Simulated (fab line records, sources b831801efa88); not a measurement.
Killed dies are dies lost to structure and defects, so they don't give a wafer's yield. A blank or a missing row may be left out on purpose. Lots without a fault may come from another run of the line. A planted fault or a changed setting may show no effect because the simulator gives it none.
One fault seen from 2 desks | flow gf180mcu | each desk has only its own numbers; what lay behind them comes last

THE METROLOGY DESK
What the gauges read, lot by lot, whatever tool the lot ran on: means of the sampled wafers that have a number. A lot is out of limits, marked OUT, if its mean lies more than 4 standard deviations from the usual mean; the brackets give that distance.
Columns: A = V5_CVD_02_THK at GF_V5_THK_MEAS_03, usual 1457 nm
lot  | first seen here | A
L199 | day 26 10:07    | 1464
L200 | day 26 14:35    | 1461
L207 | day 28 23:10    | 1450
L209 | day 29 13:02    | 1436
L208 | day 29 14:35    | 1450
L210 | day 29 22:03    | 1445
L211 | day 30 06:11    | 1450
L212 | day 30 06:31    | 1408
L218 | day 31 21:17    | 1456
L220 | day 32 07:22    | 1490
L221 | day 32 12:31    | 1456
L222 | day 32 21:30    | 1454
This desk's finding: nothing out of limits on any of the 12 lots.

THE TOOL OWNER'S DESK: pecvd-04
The tool's own readings at GF_V5_CVD_02 (deposits SiO2 from TEOS, target thk 1450 nm, time 163.28 s): means of the sampled wafers that have a number, for each lot that ran on this tool. A lot is out of limits, marked OUT, if its mean lies more than 4 standard deviations from the usual mean; the brackets give that distance.
Columns: A = heater_power_w at GF_V5_CVD_02, usual 625 W; B = rf_fwd_power_W at GF_V5_CVD_02, usual 598.0 W
lot  | first seen here | A   | B
L207 | day 28 22:59    | 672 | 597.6
L209 | day 29 12:56    | 669 | 566.1 (-18) OUT
L210 | day 29 21:56    | 606 | 566.2 (-18) OUT
L212 | day 30 06:23    | 694 | 534.7 (-35) OUT
L221 | day 32 12:24    | 505 | 598.6
L222 | day 32 21:23    | 595 | 598.2
This desk's finding: out of limits on L209, L210, L212; first on L209, day 29 12:56 (rf_fwd_power_W at GF_V5_CVD_02). In limits: L207, L221, L222.

PUT TOGETHER
The tool owner's desk could have raised an alarm at day 29 12:56, on L209, L210, L212.
The metrology desk saw nothing out of limits.
The metrology desk has L209, L210, L212 on record, within its limits.
Of the lots named, all ran GF_V5_CVD_02 on pecvd-04.

WHAT THE SIMULATOR HAD PUT IN
Process parameter drift: pecvd-04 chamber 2, from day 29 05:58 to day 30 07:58, at GF_V5_CVD_02. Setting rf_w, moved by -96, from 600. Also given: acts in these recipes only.
Lots struck among those shown: L209, L210, L212.
Hours from the fault's start to each desk's first reading out of limits: the tool owner's desk, 7.
